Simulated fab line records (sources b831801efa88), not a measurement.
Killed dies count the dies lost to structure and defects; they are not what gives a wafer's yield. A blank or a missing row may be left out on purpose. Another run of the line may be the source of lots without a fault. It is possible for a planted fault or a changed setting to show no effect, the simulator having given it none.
Lot-split experiment | flow gf180mcu | on a route of 602 steps: 5 lots, 23 wafers read

ABOUT THE SPLIT
At GF_DNWELL_STRIP_08 (strips in O2/N2), the setting platen temp c was moved away from the recipe's 250 C on 4 of the 23 wafers read, by +1.4% to +2.1%. All remaining wafers had this setting at the recipe value.

The split's own step is where the reading is taken.

THE READING
oes product au, in a.u., at GF_DNWELL_STRIP_08 (strips in O2/N2). Fault-free wafers of this fab line usually give 0.722 a.u., standard deviation 0.0048 a.u.

wafer  | tool, chamber at the split | platen temp c as run, C | against the recipe | oes product au, a.u. | against lot-mates on the recipe
L075.1 | plasma asher-02, 1         | 250                     | recipe             | 0.717                | -
L075.2 | plasma asher-02, 0         | 250                     | recipe             | 0.717                | -
L075.4 | plasma asher-02, 0         | 250                     | recipe             | 0.720                | -
L075.5 | plasma asher-02, 0         | 250                     | recipe             | 0.722                | -
L075.6 | plasma asher-02, 1         | 250                     | recipe             | 0.722                | -
L078.2 | plasma asher-04, 1         | 250                     | recipe             | 0.719                | -
L078.4 | plasma asher-04, 0         | 250                     | recipe             | 0.726                | -
L078.6 | plasma asher-04, 0         | 250                     | recipe             | 0.725                | -
L077.1 | plasma asher-03, 1         | 250                     | recipe             | 0.739                | -
L077.2 | plasma asher-03, 0         | 253.5                   | +1.4%              | 0.755                | +0.023
L077.3 | plasma asher-03, 0         | 250                     | recipe             | 0.727                | -
L077.4 | plasma asher-03, 1         | 253.5                   | +1.4%              | 0.750                | +0.018
L077.6 | plasma asher-03, 1         | 250                     | recipe             | 0.730                | -
L081.2 | plasma asher-03, 0         | 255.3                   | +2.1%              | 0.773                | +0.048
L081.3 | plasma asher-03, 0         | 255.3                   | +2.1%              | 0.769                | +0.044
L081.4 | plasma asher-03, 1         | 250                     | recipe             | 0.718                | -
L081.5 | plasma asher-03, 1         | 250                     | recipe             | 0.724                | -
L081.6 | plasma asher-03, 0         | 250                     | recipe             | 0.732                | -
L082.1 | plasma asher-03, 1         | 250                     | recipe             | 0.723                | -
L082.2 | plasma asher-03, 0         | 250                     | recipe             | 0.730                | -
L082.3 | plasma asher-03, 0         | 250                     | recipe             | 0.718                | -
L082.5 | plasma asher-03, 0         | 250                     | recipe             | 0.719                | -
L082.6 | plasma asher-03, 1         | 250                     | recipe             | 0.730                | -

FIT RESULTS
A straight line over all 23 wafers: oes product au changes by +0.0216 a.u. for each +1% of platen temp c; r = +0.94; the points scatter about the line by 0.0057 a.u.
The same after taking each lot's own level away (the mean of its wafers on the recipe; 23 wafers): +0.0198 a.u. for each +1%; r = +0.94; scatter 0.005 a.u.
According to that fit, moving platen temp c by its largest amount changes the reading by 0.042 a.u.
The span of the lots' own levels, 0.7196 to 0.7320 a.u., comes to 2.6 times the standard deviation stated above.
Consequently the slope shifts little with the lot-to-lot level, the two slopes agreeing.
Check: for one of the wafers moved furthest among these (+2.1%), held out of the fit, the line's prediction against its lot-mates is +0.0382 a.u. It came out at +0.0483 a.u. against them.
Tool readings at the split's step, against how far the setting was moved: oes product au r = +0.94; strip time to endpoint s r = -0.99.

THESE WAFERS: OTHER SPLITS
Note: prior to the reading, these wafers also went through further splits. Each is held against what the fit with the lots' levels taken away leaves over:
other split on the same wafers | wafers away from the commonest value | r with oes product au (lot level and that fit taken away)
GF_STI_OXIDATION_01 ox time s  | 15                                   | +0.04
GF_STI_PEB_10 peb time s       | 9                                    | -0.08
GF_STI_WET_ETCH_26 temp c      | 18                                   | +0.20

THE WHOLE CHAIN: every reading that the file lists as answering this split, in the file's order
step               | what it does    | reading                  | change (the file's fit)                  | r (the file's)
GF_DNWELL_STRIP_08 | strips in O2/N2 | oes product au           | +0.0196 a.u. for each +1% of the setting | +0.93
GF_DNWELL_STRIP_08 | strips in O2/N2 | strip time to endpoint s | withheld for each +1% of the setting     | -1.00

THE FILE'S OWN FIT
oes product au changes by +0.0196 a.u. for each +1% of platen temp c, r = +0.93.
